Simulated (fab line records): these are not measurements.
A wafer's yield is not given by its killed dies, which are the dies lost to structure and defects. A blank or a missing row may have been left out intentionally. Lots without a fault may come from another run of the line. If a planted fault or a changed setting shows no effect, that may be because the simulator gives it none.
Struck lot and sound lot, side by side :: flow gf180mcu :: 16 out of 602 route steps
Sound: wafers L952.1, L952.2, L952.6. Struck: wafers L960.2, L960.5. (L960.1 of the same lot was not struck and is left out.) The cause comes at the end.
At each step with rows: each side's tool, then ch and its chambers, then its first start. Under that, the readings that differ: sound wafers :: struck wafers :: difference of the means :: sigmas: that difference in standard deviations of wafers without a fault.
alike: a reading whose means differ by less than 2 such deviations, as well as words and numbers matching on both sides. not compared: withheld readings; readings where some wafer has no value; bounds like >300 that might hide an equal value; numbers whose values overlap and for which the record gives no deviation.
Wherever a step has rows on one side only, a row that says differs or no value, or a row with sigmas, the two part there. Numbers that have no deviation but don't overlap get no sigmas and don't part them. A reading missing from all wafers of one side parts the sides only when that side holds two or more wafers.

first, 6 steps without rows for these wafers: GF_M3_HMDS_08 (prime time 60 s); GF_M3_COAT_09 (resist thk 1000 nm); GF_M3_SOFTBAKE_10 (time 60 s); GF_M3_EXPOSE_11 (exposes mask Metal3, target cd 280 nm); GF_M3_PEB_12 (peb time 90 s); GF_M3_DEVELOP_13 (develop time 60 s).
GF_M3_CD_MEAS_14 targets a cd of 280 nm.
  sound: cd sem-02 at day 22 07:42; struck: cd sem-01 at day 25 10:05
  alike: cd nm
GF_M3_OVL_MEAS_15:
  sound: overlay-01 at day 22 07:49; struck: overlay-02 at day 25 10:12
  alike: M3_OVL
GF_M3_METAL_ETCH_16: etches the open film in Cl2/BCl3, stops on SiO2, target depth 750.8 nm, time 125.1 s.
  sound on rie metal-01 ch 0,1, day 22 07:52; struck on rie metal-01 ch 0, day 25 10:14
  alike: drypump motor current A, oes product au, throttle valve pct
  not compared: rf hours counter h
GF_M3_STRIP_17: strips in O2/N2.
  sound on plasma asher-02 ch 0,1, day 22 07:59; struck on plasma asher-04 ch 0,1, day 25 10:22
  alike: drypump motor current A, heater power w, oes product au, platen temp c, strip time to endpoint s
  not compared: rf hours counter h
then, 2 steps without rows for these wafers: GF_M3_STRIP_18 (strips in post etch residue remover, time 1200 s); GF_M3_CLEAN_19 (cleans in DIW).
GF_V3_CVD_00: deposits SiO2, target thk 600 nm, time 100 s.
  sound on hdpcvd-01 ch 0,1, day 22 08:33; struck on hdpcvd-02 ch 0, day 25 10:54
reading: sih4 flow sccm (sccm)
sound: 59.64 59.84 60.12
struck: 90.06 89.87
difference: +30.10
sigmas: +99 or more

reading: model.SiO2_of_V3_CVD_00.thk nm (nm)
sound: 604.2 595.1 593.9
struck: 899.8 896.6
difference: +300.5
sigmas: 
GF_V3_THK_MEAS_01:
  sound: film metro-03 at day 22 08:38; struck: film metro-03 at day 25 11:12
reading: V3_CVD_00_THK (nm)
sound: 605 595 594
struck: 899 897
difference: +300
sigmas: +37
  not compared: hold
GF_V3_CVD_02: deposits SiO2 from TEOS, target thk 850 nm, time 94.851 s.
  sound on pecvd-04 ch 0,1,2, day 22 08:41; struck on pecvd-04 ch 1, day 26 05:07
reading: hold
sound: - - -
struck: await dispo/4.4h/release await dispo/4.4h/release
difference: no value on the sound wafers
sigmas: 
  alike: heater power w
GF_PASSIVATION_PROBE_99:
  the record holds rows for the sound wafers here (prober-02, day 29 19:47) but none for the struck ones

## WHERE THEY PART
First at GF_V3_CVD_00; last, within this record, at GF_PASSIVATION_PROBE_99.

WHY: what the simulator had put in
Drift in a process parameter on hdpcvd-02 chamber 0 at GF_V3_CVD_00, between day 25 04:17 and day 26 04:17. Setting sih4 flow sccm shifted by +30 from 60. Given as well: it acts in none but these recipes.
